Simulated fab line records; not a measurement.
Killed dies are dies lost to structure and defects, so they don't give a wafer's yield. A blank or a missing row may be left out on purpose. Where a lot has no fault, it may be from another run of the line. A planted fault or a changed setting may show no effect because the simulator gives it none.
Matching of chambers -- flow sky130 -- pecvd-04 running SKY_CONTACT_CVD_00: 3 sister chambers
The step deposits Si3N4, target thk 75 nm. 3 wafers are shown with their chamber, then 9 later ones without.

== WAFERS WITH THEIR CHAMBER ==
wafer,chamber,heaterPowerW (W)
L088.1,2,754
L088.3,0,677
L088.4,1,743

== WAFERS WHOSE CHAMBER IS MISSING ==
wafer,heaterPowerW (W)
L092.1,659
L092.2,729
L092.4,750
L094.1,825
L094.2,766
L094.6,545
L097.3,628
L097.4,673
L097.5,635

== CHAMBER TAKEN BY EACH ==
wafer,from the rows above,in truth
L092.1,can't be placed: 0 or 1 or 2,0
L092.2,can't be placed: 1 or 2 or 0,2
L092.4,can't be placed: 2 or 1 or 0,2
L094.1,can't be placed: 2 or 1 or 0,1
L094.2,can't be placed: 2 or 1 or 0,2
L094.6,can't be placed: 0 or 1 or 2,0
L097.3,can't be placed: 0 or 1 or 2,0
L097.4,can't be placed: 0 or 1 or 2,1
L097.5,can't be placed: 0 or 1 or 2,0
Placed correctly: 0 of 9. Cannot be placed on the basis of these rows: 9; the candidates contain the true chamber in 9. Number placed wrongly: 0.
How it was worked out, from the rows above alone: a wafer's distance from a chamber is the root of the sum, over the readings, of the square of ((its reading less the chamber's mean) divided by the reading's scatter). If the next closest chamber is less than 2 further off than the closest, the wafer can't be placed; otherwise it belongs to the closest. Each chamber's mean is taken over the wafers shown for it. The scatter (one wafer shown for each chamber): square how far every hidden wafer sits from the nearest shown wafer, average those squares and take the square root.
